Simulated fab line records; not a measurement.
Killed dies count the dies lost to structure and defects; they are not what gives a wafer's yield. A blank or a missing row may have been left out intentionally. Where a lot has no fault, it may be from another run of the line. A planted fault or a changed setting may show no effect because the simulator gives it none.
Split-lot trial ; flow sky130 ; 23 wafers read from 5 lots, route of 708 steps

ON THE SPLIT
At SKY_VIA4_CVD_18 (deposits W, target thk 505 nm, time 152.14 s), the setting temp_c was moved away from the recipe's 400 C on 8 of the 23 wafers read, by -1.7% to +1.8%. This setting was run at the recipe's value on the other wafers.

SPLIT TO READING: what lies between them in the file, 1 step
- SKY_VIA4_RS_MEAS_19: measures by four-point-probe

THE READING
VIA4_W_THK, in nm, at SKY_VIA4_THK_MEAS_20 (measures by xrf). Fault-free wafers of this fab line usually give 499 nm, standard deviation 6.2 nm.

wafer;tool, chamber at the split;temp_c as run, C;against the recipe;VIA4_W_THK, nm;against lot-mates on the recipe
L074.1;cvd_w-01, 0;407;+1.8%;565;+70
L074.2;cvd_w-01, 1;407;+1.8%;556;+61
L074.3;cvd_w-01, 0;400;recipe;497;-
L074.4;cvd_w-01, 1;407;+1.8%;562;+67
L074.6;cvd_w-01, 0;400;recipe;493;-
L076.2;cvd_w-02, 1;400;recipe;507;-
L076.3;cvd_w-02, 1;400;recipe;503;-
L076.4;cvd_w-02, 0;400;recipe;503;-
L076.5;cvd_w-02, 0;400;recipe;500;-
L076.6;cvd_w-02, 1;400;recipe;506;-
L078.1;cvd_w-02, 0;393.2;-1.7%;445;-50
L078.2;cvd_w-02, 1;400;recipe;495;-
L078.3;cvd_w-02, 1;400;recipe;499;-
L078.4;cvd_w-02, 0;400;recipe;490;-
L078.6;cvd_w-02, 1;393.2;-1.7%;441;-54
L080.2;cvd_w-02, 1;400;recipe;507;-
L080.4;cvd_w-02, 0;400;recipe;506;-
L080.6;cvd_w-02, 0;400;recipe;507;-
L084.1;cvd_w-01, 0;400;recipe;493;-
L084.2;cvd_w-01, 1;404;+1.0%;531;+38
L084.3;cvd_w-01, 1;404;+1.0%;525;+32
L084.4;cvd_w-01, 0;400;recipe;493;-
L084.6;cvd_w-01, 1;404;+1.0%;529;+36

THE FIT
A straight line over all 23 wafers: VIA4_W_THK changes by +33.4 nm for each +1% of temp_c; r = +0.98; the points scatter about the line by 5.7 nm.
The same after taking each lot's own level away (the mean of its wafers on the recipe; 23 wafers): +34.6 nm for each +1%; r = +0.99; scatter 3.7 nm.
That fit puts the effect of the largest move of temp_c on the reading at 61 nm.
The lots' own levels span 493.0 to 506.7 nm, that is 2.2 times the standard deviation above.
Consequently the slope shifts little with the lot-to-lot level, the two slopes agreeing.
Check: +60.1 nm against its lot-mates is what the line predicts for one of the wafers moved furthest among these (+1.8%) when that wafer is left out of the fit. Against them it came out at +70 nm.

THE WHOLE CHAIN: every reading that the file lists as answering this split, in the file's order
step;what it does;reading;change (the file's fit);r (the file's)
SKY_VIA4_CVD_18;deposits W, target thk 505 nm, time 152.14 s;W_of_VIA4_CVD_18.thk_nm (the simulator's own value, which no gauge read);+35.7 nm for each +1% of the setting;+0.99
SKY_VIA4_RS_MEAS_19;measures by four-point-probe;VIA4_W_RS;-0.0158 for each +1% of the setting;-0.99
SKY_VIA4_THK_MEAS_20;measures by xrf;VIA4_W_THK;+34.2 for each +1% of the setting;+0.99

THE FILE'S OWN FIT
VIA4_W_THK changes by +34.2 nm for each +1% of temp_c, r = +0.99.
